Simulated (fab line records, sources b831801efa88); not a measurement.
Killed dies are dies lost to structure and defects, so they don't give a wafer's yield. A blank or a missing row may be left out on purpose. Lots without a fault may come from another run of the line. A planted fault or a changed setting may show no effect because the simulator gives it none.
fab line records | flow gf180mcu
record lots=14 wafers=42 last_day=34
route steps=602 shown M2@373 V2@405 M3@410
lots that met no fault: from a run of the same line without faults
start_h: hours from the record's first day to the start of the lot's first wafer shown | wait_h: hours since the lot's step before | " the same as in the row above | L1.1+2: a row that stands for several wafers | - no value, or no start given | * or withheld: withheld | < > ~ a bound
route shown NAME@n: a module of which the file shows steps, and the number in the route of the first | usual: mean/standard deviation of fault-free wafers | same: alike in all rows | chamber/n: place in a boat | sites: the reading at each site | _std_site: their standard deviation | _edge_site: outer sites' mean less inner sites' | radius_mm: how far each site lies from the wafer's centre | mask NAME#n: copy n | behind: the tool/chamber that last shaped the wafer | hold: why the lot was held/for how many hours/how that ended | device: the transistor (n, p or np) that didn't switch | end of line: the same wafers' tests at the end of the route | a step without rows: its recipe alone | killed: dies lost to structure and defects at the first sort, not the wafer's yield | map: a wafer's dies, x killed, . not, _ none there
set.NAME: the setting as run; set.NAME@STEP: as run at that earlier step | model.NAME: the simulator's own value behind a step, which no gauge read
steps of the route over a sample of lots; a table a step, a row a wafer
services: from which hour (start_h, from the record's first day; less than 0 if before it) a tool's chamber was out of use, for how many hours, and why
## steps
# step GF_M2_EXPOSE_11
# recipe mask_id=Metal2 target_cd_nm=280 na=0.68 source_shape=conventional sigma_outer=0.6 dose_mj=28
# usual exposure_dose_mJ_cm2=28.00/0.032 focus_offset_nm=-0.1/0.51
# columns lot.wafer tool chamber start_h wait_h mask exposure_dose_mJ_cm2 focus_offset_nm
L301.4 krf_scanner-02 0 423.39 - Metal2#0 27.99 -0.9
L301.5 " 0 " " Metal2#0 28.02 -1.4
L301.6 " 0 " " Metal2#0 28.00 -0.2
L304.2 krf_scanner-02 0 456.98 - Metal2#0 27.92 1.0
L304.4 " 0 " " Metal2#0 28.00 -0.9
L304.5 " 0 " " Metal2#0 27.98 0.1
L307.1 krf_scanner-02 0 481.47 - Metal2#0 28.02 0.1
L307.3 " 0 " " Metal2#0 27.99 0.7
L307.4 " 0 " " Metal2#0 27.97 0.3
L308.1 krf_scanner-02 0 490.07 - Metal2#0 27.98 -0.2
L308.4 " 0 " " Metal2#0 27.97 -0.2
L308.6 " 0 " " Metal2#0 28.02 -0.1
L310.2 krf_scanner-02 0 505.42 - Metal2#0 28.02 -0.3
L310.4 " 0 " " Metal2#0 28.05 -0.7
L310.5 " 0 " " Metal2#0 28.06 -0.9
L313.1 krf_scanner-02 - 534.45 - Metal2#0 - -
L313.3 " - " " Metal2#0 - -
L313.5 " - " " Metal2#0 - -
L314.3 krf_scanner-02 - 544.24 - Metal2#0 - -
L314.4 " - " " Metal2#0 - -
L314.6 " - " " Metal2#0 - -
L318.1 krf_scanner-02 0 575.23 - Metal2#0 28.01 0.7
L318.3 " 0 " " Metal2#0 27.97 0.4
L318.4 " 0 " " Metal2#0 28.04 0.1
L319.2 krf_scanner-02 0 584.07 - Metal2#0 28.02 -0.3
L319.5 " 0 " " Metal2#0 28.01 0.2
L319.6 " 0 " " Metal2#0 27.98 0.8
L320.2 krf_scanner-01 0 586.55 - Metal2#0 27.96 -0.5
L320.3 " 0 " " Metal2#0 27.97 0.8
L320.6 " 0 " " Metal2#0 27.98 0.3
L321.4 krf_scanner-02 0 594.74 - Metal2#0 27.99 -0.6
L321.5 " 0 " " Metal2#0 28.00 1.0
L321.6 " 0 " " Metal2#0 28.04 -0.3
L322.2 krf_scanner-01 0 603.66 - Metal2#0 28.05 -0.1
L322.4 " 0 " " Metal2#0 28.02 -0.6
L322.6 " 0 " " Metal2#0 28.01 -0.6
L323.4 krf_scanner-02 0 610.34 - Metal2#0 27.99 -0.2
L323.5 " 0 " " Metal2#0 28.01 -0.3
L323.6 " 0 " " Metal2#0 27.97 0.1
L324.1 krf_scanner-01 0 615.48 - Metal2#0 28.07 0.2
L324.3 " 0 " " Metal2#0 28.05 0.0
L324.5 " 0 " " Metal2#0 28.09 -0.7
# step GF_V2_CVD_23
# recipe material=W target_thk_nm=350 time_s=104.94 temp_c=400 pressure_torr=40
# usual heater_power_w=817/46 susceptor_temp_C=400.01/0.23
# columns lot.wafer tool chamber start_h wait_h heater_power_w since_wet_clean_h susceptor_temp_C
L301.4 cvd_w-02 0 461.57 0.1 777 - 399.73
L301.5 " 0 " " 763 - 400.09
L301.6 " 1 " " 809 - 399.89
L304.2 cvd_w-02 0 495.43 0.0 772 91 400.02
L304.4 " 1 " " 797 - 400.40
L304.5 " 0 " " 746 - 400.39
L307.1 cvd_w-02 0 519.19 0.0 756 115 400.16
L307.3 " 1 " " 797 - 399.96
L307.4 " 0 " " 765 - 400.09
L308.1 cvd_w-02 0 526.87 0.0 739 123 399.89
L308.4 " 0 " " 761 - 399.97
L308.6 " 0 " " 754 - 400.13
L310.2 cvd_w-02 0 542.71 0.0 747 139 399.79
L310.4 " 1 " " 804 - 400.09
L310.5 " 0 " " 759 - 400.03
L318.1 cvd_w-01 1 609.14 0.0 851 705 400.32
L318.3 " 1 " " 843 - 400.38
L318.4 " 0 " " 896 - 399.80
L319.2 cvd_w-02 0 617.82 0.0 761 214 400.19
L319.5 " 0 " " 766 - 400.24
L319.6 " 1 " " 817 - 399.64
L320.2 cvd_w-01 0 619.79 0.0 870 716 399.92
L320.3 " 0 " " 859 - 399.88
L320.6 " 1 " " 835 - 399.58
L321.4 cvd_w-02 1 627.58 0.1 808 - 400.14
L321.5 " 0 " " 749 - 399.99
L321.6 " 1 " " 820 - 400.21
L322.2 cvd_w-02 0 636.47 0.0 754 232 399.68
L322.4 " 1 " " 822 - 399.87
L322.6 " 0 " " 775 - 399.67
L323.4 cvd_w-02 1 642.75 0.1 814 - 399.70
L323.5 " 1 " " 810 - 399.89
L323.6 " 0 " " 736 - 399.92
L324.1 cvd_w-02 1 647.36 0.0 815 243 400.43
L324.3 " 1 " " 813 - 400.05
L324.5 " 0 " " 786 - 399.95
# step GF_V2_THK_MEAS_25
# recipe thk_meas_gauge=xrf reads=W_of_V2_CVD_23
# usual V2_W_THK=348/4.1
# columns lot.wafer tool chamber start_h wait_h V2_W_THK[nm]
L301.4 film_metro-04 - 461.80 0.1 348
L301.5 " - " " 352
L301.6 " - " " 355
L304.2 film_metro-04 - 495.68 0.1 352
L304.4 " - " " 352
L304.5 " - " " 347
L307.1 film_metro-02 - 519.42 0.1 350
L307.3 " - " " 353
L307.4 " - " " 354
L308.1 film_metro-04 - 527.11 0.1 348
L308.4 " - " " 344
L308.6 " - " " 348
L310.2 film_metro-03 - 542.95 0.1 340
L310.4 " - " " 344
L310.5 " - " " 344
L318.1 film_metro-02 - 609.37 0.1 347
L318.3 " - " " 345
L318.4 " - " " 349
L319.2 film_metro-03 - 618.07 0.1 347
L319.5 " - " " 350
L319.6 " - " " 344
L320.2 film_metro-03 - 620.03 0.1 351
L320.3 " - " " 351
L320.6 " - " " 349
L321.4 film_metro-02 - 627.80 0.1 350
L321.5 " - " " 352
L321.6 " - " " 353
L322.2 film_metro-03 - 636.72 0.1 341
L322.4 " - " " 347
L322.6 " - " " 341
L323.4 film_metro-04 - 642.97 0.1 351
L323.5 " - " " 348
L323.6 " - " " 349
L324.1 film_metro-04 - 647.59 0.1 353
L324.3 " - " " 343
L324.5 " - " " 345
# step GF_M3_SPUTTER_01
# recipe material=TiN target_thk_nm=30 power_w=6500 time_s=25 chamber_pressure_pa=0.4
# usual throttle_valve_pct=30.1/0.84
# columns lot.wafer tool chamber start_h wait_h throttle_valve_pct
L301.4 pvd_sputter-04 - 462.23 0.1 29.9
L301.5 " - " " 29.8
L301.6 " - " " 30.3
L304.2 pvd_sputter-01 - 496.13 0.1 31.3
L304.4 " - " " 31.2
L304.5 " - " " 29.3
L307.1 pvd_sputter-04 - 519.88 0.1 30.0
L307.3 " - " " 30.4
L307.4 " - " " 29.5
L308.1 pvd_sputter-01 - 527.57 0.1 31.1
L308.4 " - " " 28.5
L308.6 " - " " 31.2
L310.2 pvd_sputter-04 - 543.40 0.1 31.6
L310.4 " - " " 29.9
L310.5 " - " " 30.3
L318.1 pvd_sputter-03 - 609.83 0.1 29.8
L318.3 " - " " 29.7
L318.4 " - " " 29.8
L319.2 pvd_sputter-04 - 618.52 0.1 29.5
L319.5 " - " " 29.5
L319.6 " - " " 31.3
L320.2 pvd_sputter-01 - 620.50 0.1 28.8
L320.3 " - " " 28.9
L320.6 " - " " 28.6
L321.4 pvd_sputter-04 - 628.23 0.1 30.0
L321.5 " - " " 29.8
L321.6 " - " " 31.4
L322.2 pvd_sputter-01 - 637.17 0.1 28.3
L322.4 " - " " 31.5
L322.6 " - " " 29.3
L323.4 pvd_sputter-04 - 643.40 0.1 29.7
L323.5 " - " " 29.8
L323.6 " - " " 30.3
L324.1 pvd_sputter-03 - 648.05 0.1 29.9
L324.3 " - " " 29.9
L324.5 " - " " 29.7
## services
# columns tool chamber start_h hours kind
pvd_sputter-04 - 412.64 0.9 repair
pvd_sputter-04 - 433.38 6.4 repair
pvd_sputter-04 - 435.83 1.0 repair
krf_scanner-01 - 447.72 1.0 repair
krf_scanner-02 - 448.83 1.0 pm
krf_scanner-02 - 450.12 0.8 pm
krf_scanner-01 - 461.21 4.0 pm
krf_scanner-02 - 473.74 0.6 repair
krf_scanner-01 - 489.87 2.7 repair
cvd_w-02 1 490.43 4.0 repair
krf_scanner-02 - 492.59 3.6 pm
krf_scanner-01 - 496.14 0.8 pm
krf_scanner-02 - 535.37 1.3 pm
krf_scanner-02 - 543.02 0.3 repair
pvd_sputter-04 - 546.42 4.4 repair
krf_scanner-02 - 551.76 13.5 repair
krf_scanner-02 - 559.69 0.6 repair
pvd_sputter-04 - 567.73 5.6 repair
cvd_w-02 1 580.35 2.1 repair
cvd_w-02 - 588.57 28.9 repair
krf_scanner-02 - 617.83 1.0 pm
krf_scanner-02 - 618.92 0.8 pm
krf_scanner-02 - 639.01 0.8 repair
krf_scanner-02 - 641.65 4.0 pm
## key
first_sign step=GF_M2_EXPOSE_11 reading=tool_record direction=missing
effect none on later readings
met_at GF_M2_EXPOSE_11
struck_lots L313,L314
later_rows_left_out L313.1,L313.3,L313.5,L314.3,L314.4,L314.6
sort_left_out L313.1,L313.3,L313.5,L314.3,L314.4,L314.6
not_acting_at GF_V2_CVD_23,GF_V2_THK_MEAS_25,GF_M3_SPUTTER_01
onset_between 505.42 534.45
fault kind=skipped_step_whole tool=krf_scanner-02 chamber=- onset_h=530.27 steps=GF_M2_EXPOSE_11 scope=struck_lots_only
# sort_left_out: the simulated sort isn't trusted on such a fault, so these wafers' sort isn't shown, and their yield isn't known
# later_rows_left_out: the simulator's readings of these wafers behind a module that went badly wrong aren't trusted and aren't shown, but for the sort
